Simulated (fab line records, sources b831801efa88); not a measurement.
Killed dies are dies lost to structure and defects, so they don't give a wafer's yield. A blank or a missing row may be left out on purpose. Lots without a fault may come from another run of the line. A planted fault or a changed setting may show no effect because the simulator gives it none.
Which tool did it? | flow gf180mcu | 14 lots, 39 wafers sampled, at 4 steps of a route of 602

WHAT THE GAUGES READ, wafer by wafer
GF_POLY_GATE_THK_MEAS_01. Usual: POLY_GATE_CVD_00_THK 199.4 nm, standard deviation 1.7.
lot  | measured     | on            | POLY_GATE_CVD_00_THK (nm) | flag
L943 | day 8 14:05  | film_metro-03 | 199.5 196.7               |
L944 | day 8 20:16  | film_metro-04 | 201.7 199.5 201.5         |
L946 | day 9 07:41  | film_metro-03 | 196.1 197.8 198.2         |
L948 | day 9 22:53  | film_metro-02 | 200.1 199.2 198.8         |
L949 | day 10 05:13 | film_metro-02 | 200.2 200.3 200.2         |
L953 | day 11 12:22 | film_metro-03 | 201.9 201.6 202.1         |
L954 | day 11 18:58 | film_metro-02 | 201.6 199.9 201.0         |
L955 | day 12 00:47 | film_metro-03 | 200.6 202.5 203.4         |
L959 | day 13 01:19 | film_metro-03 | 197.9 197.5 197.3         |
L961 | day 13 18:43 | film_metro-03 | 198.1 199.0 197.1         |
L962 | day 13 23:30 | film_metro-04 | 197.7 199.1 198.6         |
L963 | day 14 07:24 | film_metro-02 | 196.0 196.9               |
L965 | day 14 21:17 | film_metro-02 | 200.8 201.7               |
L966 | day 15 03:14 | film_metro-04 | 198.8 199.6 200.9         |

GF_M2_THK_MEAS_06: measures by xrf. Usual: M2_ALCU_THK 445 nm, standard deviation 6.
lot  | measured     | on            | M2_ALCU_THK (nm) | flag
L943 | day 18 05:44 | film_metro-03 | 440 447          |
L944 | day 18 14:29 | film_metro-02 | 446 446 452      |
L946 | day 19 07:50 | film_metro-04 | 441 440 442      |
L948 | day 20 02:52 | film_metro-04 | 454 446 446      |
L949 | day 20 14:35 | film_metro-03 | 446 451 437      |
L953 | day 22 03:10 | film_metro-02 | 435 450 455      |
L954 | day 22 15:21 | film_metro-02 | 456 434 447      |
L955 | day 22 21:04 | film_metro-02 | 434 431 437      |
L959 | day 23 19:55 | film_metro-02 | 452 451 450      |
L961 | day 24 16:48 | film_metro-02 | 455 441 450      |
L962 | day 24 23:53 | film_metro-02 | 439 441 446      |
L963 | day 25 08:34 | film_metro-02 | 452 445          |
L965 | day 25 21:52 | film_metro-03 | 455 451          |
L966 | day 26 04:26 | film_metro-04 | 447 445 440      |

GF_V4_CD_MEAS_14: target cd 260 nm. Usual: cd_nm 260.0 nm, standard deviation 1.6.
lot  | measured     | on        | cd_nm (nm)        | flag
L943 | day 24 10:37 | cd_sem-01 | 259.9 261.6       |
L944 | day 24 19:11 | cd_sem-02 | 260.5 260.7 260.6 |
L946 | day 25 11:20 | cd_sem-01 | 263.3 262.6 263.3 |
L948 | day 26 02:55 | cd_sem-01 | 259.3 260.9 260.8 |
L949 | day 26 14:22 | cd_sem-01 | 260.9 261.5 262.7 |
L953 | day 27 20:59 | cd_sem-02 | 259.1 257.5 258.5 |
L954 | day 28 07:52 | cd_sem-02 | 258.6 258.4 258.0 |
L955 | day 28 12:51 | cd_sem-01 | 256.5 257.4 256.7 |
L959 | day 29 08:02 | cd_sem-02 | 259.4 260.7 259.3 |
L961 | day 30 00:43 | cd_sem-02 | 260.7 261.4 262.2 |
L962 | day 30 07:30 | cd_sem-02 | 260.4 258.9 259.4 |
L963 | day 30 15:30 | cd_sem-02 | 261.1 261.3       |
L965 | day 31 02:28 | cd_sem-02 | 261.5 262.5       |
L966 | day 31 07:35 | cd_sem-01 | 258.1 259.2 256.2 |

WHICH TOOL RAN EACH LOT (tool, then ch and the chambers of the sampled wafers, then the start)
lot  | GF_M1_SPUTTER_00
L943 | pvd_sputter-04, day 16 05:40
L944 | pvd_sputter-01, day 16 14:21
L946 | pvd_sputter-04, day 17 06:27
L948 | pvd_sputter-01, day 17 23:13
L949 | pvd_sputter-01, day 18 10:31
L953 | pvd_sputter-01, day 20 00:06
L954 | pvd_sputter-04, day 20 11:29
L955 | pvd_sputter-02, day 20 17:12
L959 | pvd_sputter-02, day 21 17:29
L961 | pvd_sputter-04, day 22 16:13
L962 | pvd_sputter-04, day 22 23:04
L963 | pvd_sputter-04, day 23 08:41
L965 | pvd_sputter-04, day 23 23:32
L966 | pvd_sputter-01, day 24 05:15
- GF_M1_SPUTTER_00: material Ti, target thk 37.5 nm, time 150 s.

WHAT THE TOOLS THEMSELVES READ (means of the sampled wafers that have a number; where no wafer has one, the mark that the record gives instead)
GF_M1_SPUTTER_00. Usual: cathode_dc_power_W 4000.0 W, standard deviation 0.71; chamber_pressure_pa 2.000 Pa, standard deviation 0.0039; throttle_valve_pct 30.3 %, standard deviation 1.4.
lot  | tool           | cathode_dc_power_W (W) | chamber_pressure_pa (Pa) | throttle_valve_pct (%) | flag
L943 | pvd_sputter-04 | 4000.4                 | 2.000                    | 30.2                   |
L944 | pvd_sputter-01 | 3999.3                 | 2.000                    | 29.8                   |
L946 | pvd_sputter-04 | 4000.0                 | 1.998                    | 30.8                   |
L948 | pvd_sputter-01 | 4000.4                 | 1.997                    | 30.9                   |
L949 | pvd_sputter-01 | 4000.1                 | 2.001                    | 30.6                   |
L953 | pvd_sputter-01 | -                      | -                        | -                      | OFF
L954 | pvd_sputter-04 | -                      | -                        | -                      | OFF
L955 | pvd_sputter-02 | 3999.9                 | 2.001                    | 29.6                   |
L959 | pvd_sputter-02 | 3998.8                 | 1.998                    | 29.5                   |
L961 | pvd_sputter-04 | 3999.5                 | 1.999                    | 31.0                   |
L962 | pvd_sputter-04 | 3999.9                 | 1.997                    | 30.3                   |
L963 | pvd_sputter-04 | 4000.2                 | 1.997                    | 31.3                   |
L965 | pvd_sputter-04 | 4000.0                 | 1.999                    | 30.6                   |
L966 | pvd_sputter-01 | 4000.5                 | 2.000                    | 30.0                   |

THE ANSWER, worked out from the rows above alone
Rule: a lot is off if the mean of its wafers that have a number lies more than 3 standard deviations from the usual mean. A lot without any number at a reading at which 4 lots or more have one is off too. The other lots that the step has rows for count as sound. The gauges are gone through in route order, then the tools' own readings, and for those a lot's mean is taken as printed above. The first step at which some lot is off is used, and at that step the reading that is off furthest; a lot without a number counts as furthest.
Off: L953, L954, at GF_M1_SPUTTER_00 (cathode_dc_power_W). Without a number there: L953, L954.
A tool fits if, at that step or a process step before it, it ran every lot that is off, and no sound lot after the first of them. None of those tried fits.

WHAT THE SIMULATOR HAD PUT IN
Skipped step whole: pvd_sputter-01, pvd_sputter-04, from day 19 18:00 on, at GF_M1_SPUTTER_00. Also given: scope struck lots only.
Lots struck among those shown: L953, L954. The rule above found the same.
